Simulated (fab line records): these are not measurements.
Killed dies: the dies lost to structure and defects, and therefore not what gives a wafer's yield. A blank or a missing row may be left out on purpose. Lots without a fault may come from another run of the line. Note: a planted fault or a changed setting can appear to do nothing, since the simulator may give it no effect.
Chamber matching + flow sky130 + 4 sister chambers for SKY_VIA3_CMP_02 on cmp-01
The step polishes SiO2. 27 wafers are shown with their chamber, then 12 later ones without.

WAFERS, EACH WITH ITS CHAMBER
| wafer  | chamber | motor-current-A (A) | head-pressure-psi (psi) | edge-zone-pressure-frac |
|--------|---------|---------------------|-------------------------|-------------------------|
| L076.4 | 2       | 11.7                | 4.004                   | 0.997                   |
| L076.5 | 0       | 12.2                | 3.990                   | 1.003                   |
| L076.6 | 3       | 13.1                | 4.010                   | 0.999                   |
| L079.1 | 0       | 11.7                | 3.985                   | 1.002                   |
| L079.3 | 3       | 12.3                | 4.020                   | 0.998                   |
| L079.4 | 1       | 12.5                | 4.003                   | 1.005                   |
| L080.1 | 1       | 11.8                | 4.004                   | 1.005                   |
| L080.2 | 3       | 12.6                | 4.001                   | 1.006                   |
| L080.4 | 2       | 12.0                | 4.006                   | 0.998                   |
| L081.3 | 2       | 11.7                | 3.995                   | 0.999                   |
| L081.5 | 2       | 12.9                | 3.987                   | 1.002                   |
| L081.6 | 1       | 12.1                | 4.013                   | 0.999                   |
| L082.1 | 3       | 12.2                | 3.997                   | 1.004                   |
| L082.3 | 1       | 11.8                | 3.996                   | 1.009                   |
| L082.5 | 0       | 11.3                | 3.996                   | 1.001                   |
| L085.2 | 0       | 12.4                | 4.001                   | 1.007                   |
| L085.3 | 3       | 12.4                | 4.003                   | 0.999                   |
| L085.5 | 3       | 13.0                | 4.015                   | 1.006                   |
| L086.1 | 2       | 11.7                | 3.991                   | 0.998                   |
| L086.3 | 1       | 12.2                | 3.993                   | 1.004                   |
| L086.6 | 1       | 12.2                | 4.010                   | 1.000                   |
| L088.2 | 2       | 11.3                | 3.978                   | 0.998                   |
| L088.4 | 1       | 12.3                | 4.015                   | 0.997                   |
| L088.6 | 0       | 11.6                | 4.005                   | 1.012                   |
| L089.4 | 0       | 11.5                | 3.990                   | 1.003                   |
| L089.5 | 1       | 12.2                | 4.009                   | 1.001                   |
| L089.6 | 2       | 12.0                | 3.988                   | 1.001                   |

SIGNATURES (averages over the wafers above)
| reading                 | chamber 0 | chamber 1 | chamber 2 | chamber 3 | scatter within a chamber |
|-------------------------|-----------|-----------|-----------|-----------|--------------------------|
| motor-current-A         | 11.783    | 12.137    | 11.900    | 12.600    | 0.39                     |
| head-pressure-psi       | 3.99450   | 4.00537   | 3.99271   | 4.00767   | 0.00858                  |
| edge-zone-pressure-frac | 1.00467   | 1.00250   | 0.99900   | 1.00200   | 0.00351                  |
Rule: a wafer lies at a distance from a chamber equal to the root of the sum of squares, over the readings, of (its reading less the chamber's mean, divided by the reading's scatter). The wafer belongs to the nearest chamber; if the next one is less than 2 further off, it can't be placed. The scatter is the square root of a quotient: the sum, over the shown wafers, of each reading's squared deviation from its chamber's mean, divided by wafers minus chambers.

WAFERS WITHOUT THEIR CHAMBER
| wafer  | motor-current-A (A) | head-pressure-psi (psi) | edge-zone-pressure-frac |
|--------|---------------------|-------------------------|-------------------------|
| L091.1 | 12.6                | 4.007                   | 1.004                   |
| L091.3 | 12.7                | 4.018                   | 1.000                   |
| L091.4 | 11.7                | 4.001                   | 1.004                   |
| L092.1 | 12.2                | 4.002                   | 1.008                   |
| L092.2 | 11.4                | 4.007                   | 0.994                   |
| L092.6 | 13.0                | 3.985                   | 1.000                   |
| L093.3 | 12.0                | 3.992                   | 1.000                   |
| L093.4 | 11.5                | 3.988                   | 0.997                   |
| L093.5 | 11.1                | 4.003                   | 1.010                   |
| L095.2 | 12.2                | 4.004                   | 1.000                   |
| L095.3 | 12.1                | 3.992                   | 1.005                   |
| L095.4 | 11.6                | 3.994                   | 0.998                   |

THE CHAMBER EACH PASSED THROUGH
| wafer  | from the rows above               | in truth |
|--------|-----------------------------------|----------|
| L091.1 | can't be placed: 3 or 1 or 0      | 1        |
| L091.3 | can't be placed: 3 or 1           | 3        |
| L091.4 | can't be placed: 0 or 1 or 2 or 3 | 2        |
| L092.1 | can't be placed: 1 or 0 or 3 or 2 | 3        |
| L092.2 | can't be placed: 2 or 1 or 0 or 3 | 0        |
| L092.6 | can't be placed: 3 or 2 or 1 or 0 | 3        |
| L093.3 | can't be placed: 2 or 0 or 1      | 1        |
| L093.4 | can't be placed: 2 or 0 or 1      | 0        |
| L093.5 | can't be placed: 0 or 1 or 2 or 3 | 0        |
| L095.2 | can't be placed: 1 or 3 or 2 or 0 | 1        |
| L095.3 | can't be placed: 0 or 1 or 2 or 3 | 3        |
| L095.4 | can't be placed: 2 or 0 or 1      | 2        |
Placed correctly: 0 of 12. Not placeable from these rows: 12 (in 12, the candidates include the true chamber). Number placed wrongly: 0.
